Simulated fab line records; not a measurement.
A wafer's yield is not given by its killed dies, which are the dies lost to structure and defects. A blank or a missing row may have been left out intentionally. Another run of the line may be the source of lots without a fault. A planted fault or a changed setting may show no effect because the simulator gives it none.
Chamber matching :: flow gf180mcu :: 4 sister chambers for GF_HV_LDD_ETCHBACK_58 on rie_diel-03
The step etches Si3N4 in CH3F/O2, stops on SiO2, time 100 s, target depth 90 nm. 4 wafers are shown with their chamber, then 8 later ones without.

EACH WAFER AND ITS CHAMBER
wafer: L082.4
chamber: 3
drypump_motor_current_A (A): 6.2

wafer: L089.3
chamber: 2
drypump_motor_current_A (A): 6.1

wafer: L089.5
chamber: 1
drypump_motor_current_A (A): 5.8

wafer: L091.2
chamber: 0
drypump_motor_current_A (A): 5.5

WAFERS WHOSE CHAMBER IS MISSING
wafer: L091.3
drypump_motor_current_A (A): 6.1

wafer: L091.6
drypump_motor_current_A (A): 5.5

wafer: L093.3
drypump_motor_current_A (A): 5.8

wafer: L093.4
drypump_motor_current_A (A): 6.1

wafer: L093.6
drypump_motor_current_A (A): 5.5

wafer: L094.1
drypump_motor_current_A (A): 5.8

wafer: L094.4
drypump_motor_current_A (A): 6.1

wafer: L094.6
drypump_motor_current_A (A): 6.3

EACH ONE'S CHAMBER
wafer: L091.3
from the rows above: 2
in truth: 2

wafer: L091.6
from the rows above: 0
in truth: 0

wafer: L093.3
from the rows above: 1
in truth: 1

wafer: L093.4
from the rows above: 2
in truth: 2

wafer: L093.6
from the rows above: 0
in truth: 0

wafer: L094.1
from the rows above: 1
in truth: 1

wafer: L094.4
from the rows above: 2
in truth: 2

wafer: L094.6
from the rows above: 3
in truth: 3
Correct placement for 8 of the 8. Number that these rows cannot place: 0. Wrongly placed: 0.
How it was worked out, from the rows above alone: a wafer's distance from a chamber is the root of the sum, over the readings, of the square of ((its reading less the chamber's mean) divided by the reading's scatter). If the next closest chamber is less than 2 further off than the closest, the wafer can't be placed; otherwise it belongs to the closest. For every chamber, the mean is computed from those of its wafers that are shown. The scatter (one wafer shown for each chamber): square how far every hidden wafer sits from the nearest shown wafer, average those squares and take the square root.
